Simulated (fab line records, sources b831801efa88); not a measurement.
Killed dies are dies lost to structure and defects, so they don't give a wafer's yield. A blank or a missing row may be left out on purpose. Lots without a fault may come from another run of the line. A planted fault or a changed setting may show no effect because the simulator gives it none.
Problem report in the 8D (eight disciplines) form, filled by code | flow sky130 | the parts of the form that need people (team, actions taken, sign-off) are left out

1. THE PROBLEM
VT_ADJUST_LVTN_2_TW at SKY_VT_ADJUST_LVTN_TW_MEAS_21 reads a mean of 202.8 on 6 wafers of 2 lots; wafers without a fault read 187.1 with a standard deviation of 1.8. That is +8.8 standard deviations from the usual mean.
First seen on wafer L296.4, day 10 08:38, on film_metro-02. The record holds 39 wafers of 13 lots with a number at this step. Rule for "out", or "out of limits": more than 4 standard deviations from the usual mean. The other wafers with a number count as sound.

2. WHAT IT IS AND WHAT IT IS NOT
question                    | is                     | is not
which readings at this step | VT_ADJUST_LVTN_2_TW    | -
which lots                  | L296, L297             | L291, L292, L301, L302, L303, L305, L306, L307, L308, L309, L310
which wafers of those lots  | all that have a number | -
read on which gauges        | film_metro-02          | film_metro-03, film_metro-04
when                        | from day 10 08:38      | up to then (6 sound wafers); but 27 sound wafers of L301, L302, L303, L305, L306, L307, L308, L309, L310 came after

3. SUSPECTS, AND WHAT RULES EACH OUT
Counting: a tool at a process step up to the reading stays a suspect if it ran every lot that is out and no sound lot after the first of them.
- the gauge at SKY_VT_ADJUST_LVTN_TW_MEAS_21: ruled out. All the wafers that are out were read on film_metro-02, but those of them that SKY_VT_ADJUST_LVTN_IMPLANT_19 has rows for are out there too, on other tools.
- implanter-03 at SKY_VT_ADJUST_LVTN_IMPLANT_19: ruled out as a lasting fault. Sound lots L309 ran on it after its first lot that is out, L296 (day 10 08:25).
Left after counting: nothing in the record.

4. THE CAUSE (what the simulator had put in)
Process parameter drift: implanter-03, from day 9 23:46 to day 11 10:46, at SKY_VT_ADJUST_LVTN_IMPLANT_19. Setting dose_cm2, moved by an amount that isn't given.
Counting ruled it out, wrongly: the rule takes a fault to strike every lot that its tool runs from its start on, and this one did not.

5. THE CHAIN OF EFFECTS, in route order
Each row: a reading whose mean over the struck wafers that have a number lies more than 3 standard deviations from the usual. Only readings for which the record gives a usual standard deviation are gone through. hours: the time from each lot's start at the first step in this table that gives one to its start at this step, as a median over the lots. sigmas: the change in usual standard deviations.
hours | step                          | reading             | usual   | on struck wafers | change   | sigmas
0     | SKY_VT_ADJUST_LVTN_IMPLANT_19 | dose_ions_cm2       | 6.5e+11 | 8.6e+11          | +2.1e+11 | +99 or more
0     | SKY_VT_ADJUST_LVTN_IMPLANT_19 | faraday_current_uA  | 3.67    | 4.83             | +1.16    | +16
0     | SKY_VT_ADJUST_LVTN_TW_MEAS_21 | VT_ADJUST_LVTN_2_TW | 187.1   | 202.8            | +15.8    | +8.8
The process steps in it:
- SKY_VT_ADJUST_LVTN_IMPLANT_19
Later measuring or inspecting steps at which every struck wafer that the step has a row for has a number for every such reading, and none has moved that far: SKY_GATE_OXIDE_OVL_MEAS_10.

6. WHAT WOULD HAVE CAUGHT IT SOONER
In this record the first reading out of limits at a measuring or inspecting step was taken at day 10 08:38, 9 hours after the fault began at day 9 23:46.
The tool's own readings at SKY_VT_ADJUST_LVTN_IMPLANT_19 were out on every struck wafer that the step has a row for (dose_ions_cm2, faraday_current_uA): an alarm limit on them would have fired on the first of those.
